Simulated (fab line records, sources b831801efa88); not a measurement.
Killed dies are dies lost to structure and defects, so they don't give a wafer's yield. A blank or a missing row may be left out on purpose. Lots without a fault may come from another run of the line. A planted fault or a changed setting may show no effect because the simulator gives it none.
Which tool did it? | flow gf180mcu | 15 lots, 44 wafers sampled, at 4 steps of a route of 602

WHAT THE GAUGES READ, wafer by wafer
GF_V4_THK_MEAS_25: measures by xrf.
lot  | measured     | on            | V4_W_THK (nm)
L872 | day 24 12:07 | film_metro-02 | 350 337 349
L873 | day 24 23:53 | film_metro-01 | 346 356 341
L874 | day 25 04:32 | film_metro-02 | 339 339 337
L876 | day 26 06:14 | film_metro-02 | 341 356 341
L877 | day 26 08:25 | film_metro-01 | 335 341 336
L878 | day 26 18:55 | film_metro-01 | 338 340 335
L879 | day 26 22:01 | film_metro-01 | 341 341 340
L880 | day 27 06:37 | film_metro-04 | 335 339
L884 | day 28 15:05 | film_metro-04 | 339 337 339
L885 | day 28 23:44 | film_metro-02 | 338 338 338
L886 | day 29 06:36 | film_metro-01 | 345 344 344
L887 | day 29 14:34 | film_metro-02 | 341 340 344
L889 | day 30 00:34 | film_metro-01 | 348 350 346
L893 | day 30 23:35 | film_metro-02 | 338 336 333
L895 | day 31 14:14 | film_metro-02 | 345 343 338

GF_V5_CD_MEAS_14: target cd 260 nm.
lot  | measured     | on        | cd_nm (nm)
L872 | day 27 06:19 | cd_sem-02 | 260.9 261.2 260.8
L873 | day 27 15:53 | cd_sem-02 | 261.6 260.4 260.0
L874 | day 27 20:32 | cd_sem-02 | 260.3 259.1 259.0
L876 | day 28 22:02 | cd_sem-02 | 261.5 259.6 260.1
L877 | day 28 23:49 | cd_sem-02 | 260.0 259.3 261.4
L878 | day 29 09:17 | cd_sem-02 | 259.4 260.3 259.8
L879 | day 29 11:43 | cd_sem-01 | 292.5 293.5 293.3
L880 | day 29 19:49 | cd_sem-01 | 294.6 295.0
L884 | day 31 01:37 | cd_sem-02 | 280.3 283.6 281.2
L885 | day 31 09:50 | cd_sem-01 | 259.7 260.9 261.6
L886 | day 31 15:08 | cd_sem-02 | 261.1 261.3 262.0
L887 | day 31 23:35 | cd_sem-01 | 261.0 260.8 259.5
L889 | day 32 07:59 | cd_sem-02 | 260.4 260.7 259.4
L893 | day 33 05:09 | cd_sem-02 | 257.9 259.6 259.1
L895 | day 33 17:22 | cd_sem-02 | 259.2 260.3 258.8

WHICH TOOL RAN EACH LOT (tool, then ch and the chambers of the sampled wafers, then the start)
lot  | GF_V5_CVD_02                    | GF_V5_EXPOSE_11
L872 | pecvd-03 ch 0,1,2, day 26 09:20 | krf_scanner-02 ch 0, day 26 20:40
L873 | pecvd-04 ch 1,2, day 26 19:26   | krf_scanner-01 ch 0, day 27 06:25
L874 | pecvd-04 ch 0,1,2, day 27 00:34 | krf_scanner-01 ch 0, day 27 11:15
L876 | pecvd-04 ch 0,1,2, day 28 01:38 | krf_scanner-02 ch 0, day 28 12:23
L877 | pecvd-04 ch 0,2, day 28 03:04   | krf_scanner-02 ch 0, day 28 14:07
L878 | pecvd-03 ch 0,2, day 28 13:25   | krf_scanner-02 ch 0, day 28 23:50
L879 | pecvd-02 ch 0,2, day 28 16:08   | krf_scanner-02 ch 0, day 29 02:31
L880 | pecvd-02 ch 0,2, day 29 00:04   | krf_scanner-02 ch 0, day 29 10:07
L884 | pecvd-04 ch 0,1,2, day 30 06:40 | krf_scanner-02 ch 0, day 30 16:46
L885 | pecvd-02 ch 0,1,2, day 30 15:04 | krf_scanner-01 ch 0, day 31 00:46
L886 | pecvd-03 ch 0,2, day 30 21:17   | krf_scanner-01 ch 0, day 31 07:01
L887 | pecvd-02 ch 0,1,2, day 31 05:26 | krf_scanner-01 ch 0, day 31 15:14
L889 | pecvd-03 ch 1,2, day 31 14:27   | krf_scanner-01 ch 0, day 31 23:58
L893 | pecvd-03 ch 0,1, day 32 11:40   | krf_scanner-01 ch 0, day 32 21:10
L895 | pecvd-03 ch 1,2, day 33 00:59   | krf_scanner-01 ch 0, day 33 09:08
- GF_V5_CVD_02: deposits SiO2 from TEOS, target thk 1450 nm, time 163.28 s.
- GF_V5_EXPOSE_11: exposes mask Via5, target cd 260 nm.

WHAT THE TOOLS THEMSELVES READ (means of the sampled wafers that have a number; where no wafer has one, the mark that the record gives instead)
GF_V5_CVD_02.
lot  | tool     | heater_power_w (W) | rf_fwd_power_W (W)
L872 | pecvd-03 | 555                | 598.6
L873 | pecvd-04 | 640                | 597.4
L874 | pecvd-04 | 640                | 598.9
L876 | pecvd-04 | 595                | 597.1
L877 | pecvd-04 | 662                | 596.2
L878 | pecvd-03 | 584                | 599.7
L879 | pecvd-02 | 593                | 597.4
L880 | pecvd-02 | 604                | 596.7
L884 | pecvd-04 | 620                | 596.7
L885 | pecvd-02 | 672                | 598.5
L886 | pecvd-03 | 612                | 596.4
L887 | pecvd-02 | 629                | 598.5
L889 | pecvd-03 | 668                | 599.8
L893 | pecvd-03 | 635                | 599.2
L895 | pecvd-03 | 619                | 598.2

GF_V5_EXPOSE_11.
lot  | tool           | exposure_dose_mJ_cm2 | focus_offset_nm (nm)
L872 | krf_scanner-02 | 37.99                | 1.1
L873 | krf_scanner-01 | 37.99                | -0.3
L874 | krf_scanner-01 | 37.98                | 0.0
L876 | krf_scanner-02 | 37.93                | -0.0
L877 | krf_scanner-02 | 37.99                | -0.1
L878 | krf_scanner-02 | 38.02                | -0.0
L879 | krf_scanner-02 | 47.67                | 0.3
L880 | krf_scanner-02 | 47.75                | 0.2
L884 | krf_scanner-02 | 43.95                | -0.6
L885 | krf_scanner-01 | 38.01                | 0.2
L886 | krf_scanner-01 | 37.99                | 0.4
L887 | krf_scanner-01 | 37.96                | 0.1
L889 | krf_scanner-01 | 37.98                | -0.3
L893 | krf_scanner-01 | 37.98                | -0.4
L895 | krf_scanner-01 | 37.95                | 0.2

THE ANSWER, worked out from the rows above alone
Rule: what is usual is taken from the lots themselves. Put in order of their means at a reading, lots are off if they are a third of the lots or fewer, leave a main group of 4 or more, and stand apart from it by a gap of 3 or more times the standard deviation of the main group's means; of several such gaps the widest counts. A main group whose means are all the same, to the digits that the tables above print for the reading, isn't used. A lot without any number at a reading at which 4 lots or more have one is off too. The other lots that the step has rows for count as sound. The gauges are gone through in route order, then the tools' own readings, and for those a lot's mean is taken as printed above. The first step at which some lot is off is used, and at that step the reading that is off furthest; a lot without a number counts as furthest.
Off: L879, L880, L884, at GF_V5_CD_MEAS_14 (cd_nm). The main group: mean 260.2 nm, standard deviation 0.7.
A tool fits if, at a process step before that reading, it ran every lot that is off, and no sound lot after the first of them. The gauges at GF_V5_CD_MEAS_14 aren't tried: what is off there is off at GF_V5_EXPOSE_11 too, on other tools, and a gauge's error can't cause that. One fits: krf_scanner-02 at GF_V5_EXPOSE_11. Its last sound lot is L878 (day 28 23:50), its first lot that is off L879 (day 29 02:31): a fault that began between those two fits.
The tool's own readings at GF_V5_EXPOSE_11 bear it out: on the lots that are off they differ by more than 5 times the standard deviation of the sound lots' means. exposure_dose_mJ_cm2 reads 46.46 there against 37.98 on the sound lots.

WHAT THE SIMULATOR HAD PUT IN
Process parameter drift: krf_scanner-02, from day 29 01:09 on, at GF_V5_EXPOSE_11. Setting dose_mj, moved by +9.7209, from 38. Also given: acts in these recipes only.
Lots struck among those shown: L879, L880, L884. The rule above found the same.
